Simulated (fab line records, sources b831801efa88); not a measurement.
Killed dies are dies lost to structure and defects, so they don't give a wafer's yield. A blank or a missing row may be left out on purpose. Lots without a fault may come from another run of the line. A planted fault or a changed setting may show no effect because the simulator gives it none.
A struck lot beside a sound one | flow sfq_line | 42 steps out of a route of 325
Sound: wafers L839.1, L839.5, L839.6. Struck: wafers L842.1, L842.5, L842.6. The cause comes at the end.
At each step with rows: each side's tool, then ch and its chambers, then its first start. Under that, the readings that differ: sound wafers | struck wafers | difference of the means | sigmas: that difference in standard deviations of wafers without a fault.
alike: readings whose means differ by less than 2 such deviations, and words and numbers that are the same on both sides. not compared: withheld readings, readings that some wafer has no value for, bounds like >300 that may hide the same value, and numbers for which the record gives no deviation and whose values overlap.
The two part at a step that has a row with sigmas, a row that says differs or no value, or rows on one side only. Numbers that don't overlap but have no deviation are shown without sigmas and don't part them. A reading that every wafer of one side lacks parts them only if that side has two wafers or more.

first, 3 steps without rows for these wafers: SFQ_TRILAYER_M5_LITHO_EXPOSE_124 (exposes mask M5, target cd 700 nm); SFQ_TRILAYER_M5_LITHO_PEB_126 (peb time 60 s); SFQ_TRILAYER_M5_LITHO_DEVELOP_125 (time 60 s).
SFQ_M5_OVL_MEAS_932:
  sound on overlay-02, day 56 15:16; struck on overlay-01, day 57 03:16
  alike: M5_OVL
then, 4 steps without rows for these wafers: SFQ_TRILAYER_M5_BARC_OPEN_METAL_ETCH_161 (etches BARC in O2, target depth 125 nm, time 41.7 s); SFQ_TRILAYER_M5_ETCH_METAL_ETCH_126 (etches Nb in Cl2/BCl3, stops on SiO2, time 203.2 s, target depth 265 nm); SFQ_TRILAYER_M5_STRIP_STRIP_127 (strips in O2); SFQ_TRILAYER_M5_STRIP_SOLV_CLEAN_128 (cleans in NMP, time 600 s).
SFQ_TRILAYER_A5B_DEP_PECVD_129: deposits SiO2 from SiH4/N2O, time 133.33 s, target thk 600 nm.
  sound on pecvd-03 ch 0,1,2, day 56 16:20; struck on pecvd-04 ch 0,2, day 57 04:20
  alike: heater_power_w, throttle_valve_pct
then, 1 step without rows for these wafers: SFQ_TRILAYER_A5B_CMP_CMP_130 (polishes, stops on Nb, target thk 340.7 nm).
SFQ_TRILAYER_A5B_METRO_MEASURE_131:
  sound on film_metro-04, day 56 19:26; struck on film_metro-04, day 57 07:26
  alike: thk_nm
then, 1 step without rows for these wafers: SFQ_TRILAYER_R5_DEP_SPUTTER_132 (material Ti, target thk 5 nm, time 5 s).
SFQ_TRILAYER_R5_DEP_SPUTTER_133: material MoNx, target thk 40 nm, time 66.7 s.
  sound on pvd_sputter-04, day 56 20:39; struck on pvd_sputter-04, day 57 08:39
  reading                                               | sound             | struck            | difference | sigmas
  model.MoNx_of_TRILAYER_R5_DEP_SPUTTER_133.thk_nm (nm) | 40.56 40.71 40.41 | 29.18 28.88 28.65 | -11.66     |
  alike: throttle_valve_pct
then, 1 step without rows for these wafers: SFQ_TRILAYER_R5_DEP_SPUTTER_134 (material Ti, target thk 5 nm, time 5 s).
SFQ_R5_RS_MEAS_933: measures by four-point-probe.
  sound on film_metro-01, day 56 20:43; struck on film_metro-01, day 57 09:01
  reading             | sound          | struck         | difference | sigmas
  R5_MONX_RS (ohm/sq) | 6.94 6.95 6.97 | 9.44 9.56 9.60 | +2.58      | +33
  not compared: hold
SFQ_R5_THK_MEAS_934: measures by xrf.
  sound on film_metro-01, day 56 20:50; struck on film_metro-01, day 57 10:55
  reading          | sound          | struck         | difference | sigmas
  R5_MONX_THK (nm) | 40.1 40.2 39.8 | 29.0 28.8 28.2 | -11.4      | -24
  not compared: hold
then, 5 steps without rows for these wafers: SFQ_TRILAYER_R5_LITHO_COAT_136 (resist thk 600 nm); SFQ_TRILAYER_R5_LITHO_SOFTBAKE_140; SFQ_TRILAYER_R5_LITHO_EXPOSE_137 (exposes mask R5, target cd 500 nm); SFQ_TRILAYER_R5_LITHO_PEB_139 (peb time 60 s); SFQ_TRILAYER_R5_LITHO_DEVELOP_138 (time 60 s).
-- the record jumps here: 6 days lie between the struck wafers' starts before and after --
SFQ_R5_OVL_MEAS_935:
  sound on overlay-02, day 62 17:19; struck on overlay-01, day 63 00:31
  alike: R5_OVL
SFQ_TRILAYER_R5_BARC_OPEN_METAL_ETCH_177: etches BARC in O2, target depth 125 nm, time 41.7 s.
  sound on rie_metal-03 ch 0,1, day 62 17:22; struck on rie_metal-03 ch 0, day 63 00:34
  alike: drypump_motor_current_A, oes_product_au
  not compared: rf_hours_counter_h
SFQ_TRILAYER_R5_ETCH_METAL_ETCH_139: etches the open film in Cl2, stops on SiO2, target depth 60 nm, time 40 s.
  sound on rie_metal-03 ch 0,1, day 62 17:25; struck on rie_metal-03 ch 0, day 63 00:41
  alike: drypump_motor_current_A, oes_product_au
  not compared: rf_hours_counter_h
then, 2 steps without rows for these wafers: SFQ_TRILAYER_R5_STRIP_STRIP_140 (strips in O2); SFQ_TRILAYER_R5_STRIP_SOLV_CLEAN_141 (cleans in NMP, time 600 s).
SFQ_TRILAYER_A5C_DEP_PECVD_142: deposits SiO2 from SiH4/N2O, time 15.556 s, target thk 70 nm.
  sound on pecvd-01 ch 0,2, day 62 18:15; struck on pecvd-04 ch 0,1,2, day 63 02:11
  alike: heater_power_w, throttle_valve_pct
then, 6 steps without rows for these wafers: SFQ_TRILAYER_I5_LITHO_COAT_149 (resist thk 62 nm); SFQ_TRILAYER_I5_LITHO_COAT_144 (resist thk 650 nm); SFQ_TRILAYER_I5_LITHO_SOFTBAKE_148; SFQ_TRILAYER_I5_LITHO_EXPOSE_145 (exposes mask I5, target cd 700 nm); SFQ_TRILAYER_I5_LITHO_PEB_147 (peb time 60 s); SFQ_TRILAYER_I5_LITHO_DEVELOP_146 (time 60 s).
-- the record jumps here: 5 days lie between the struck wafers' starts before and after --
SFQ_I5_OVL_MEAS_936:
  sound on overlay-02, day 67 21:08; struck on overlay-01, day 68 03:08
  alike: I5_OVL
then, 7 steps without rows for these wafers: SFQ_TRILAYER_I5_BARC_OPEN_VIA_ETCH_200 (etches BARC in O2, target depth 125 nm, time 41.7 s); SFQ_TRILAYER_I5_ETCH_VIA_ETCH_147 (etches the open film in CHF3, stops on Nb, target depth 360 nm); SFQ_TRILAYER_I5_STRIP_STRIP_148 (strips in O2); SFQ_TRILAYER_I5_STRIP_SOLV_CLEAN_149 (cleans in NMP, time 600 s); SFQ_TRILAYER_C5_LITHO_COAT_156 (resist thk 62 nm); SFQ_TRILAYER_C5_LITHO_COAT_151 (resist thk 650 nm); SFQ_TRILAYER_C5_LITHO_SOFTBAKE_155.
-- the record jumps here: 19 days lie between the struck wafers' starts before and after --
SFQ_M8_BOW_MEAS_951:
  sound on film_metro-03, day 86 16:59; struck on film_metro-04, day 87 01:23
  reading                 | sound             | struck            | difference | sigmas
  model.etest.r5.ohm_um   | 13.88 13.8 13.95  | 19.33 19.56 19.72 | +5.66      |
  model.etest.r5.ohm_sq   | 6.938 6.913 6.963 | 9.645 9.744 9.822 | +2.799     |
  model.etest.c5.link_ohm | 7.901 7.88 7.925  | 10.62 10.72 10.79 | +2.81      |
  alike: M8_BOW

WHERE THEY PART
First at SFQ_R5_RS_MEAS_933; last, within this record, at SFQ_R5_THK_MEAS_934. Later steps at which nothing parts them and some readings are alike: SFQ_R5_OVL_MEAS_935, SFQ_TRILAYER_R5_BARC_OPEN_METAL_ETCH_177, SFQ_TRILAYER_R5_ETCH_METAL_ETCH_139, SFQ_TRILAYER_A5C_DEP_PECVD_142, SFQ_I5_OVL_MEAS_936, SFQ_M8_BOW_MEAS_951.

WHY: what the simulator had put in
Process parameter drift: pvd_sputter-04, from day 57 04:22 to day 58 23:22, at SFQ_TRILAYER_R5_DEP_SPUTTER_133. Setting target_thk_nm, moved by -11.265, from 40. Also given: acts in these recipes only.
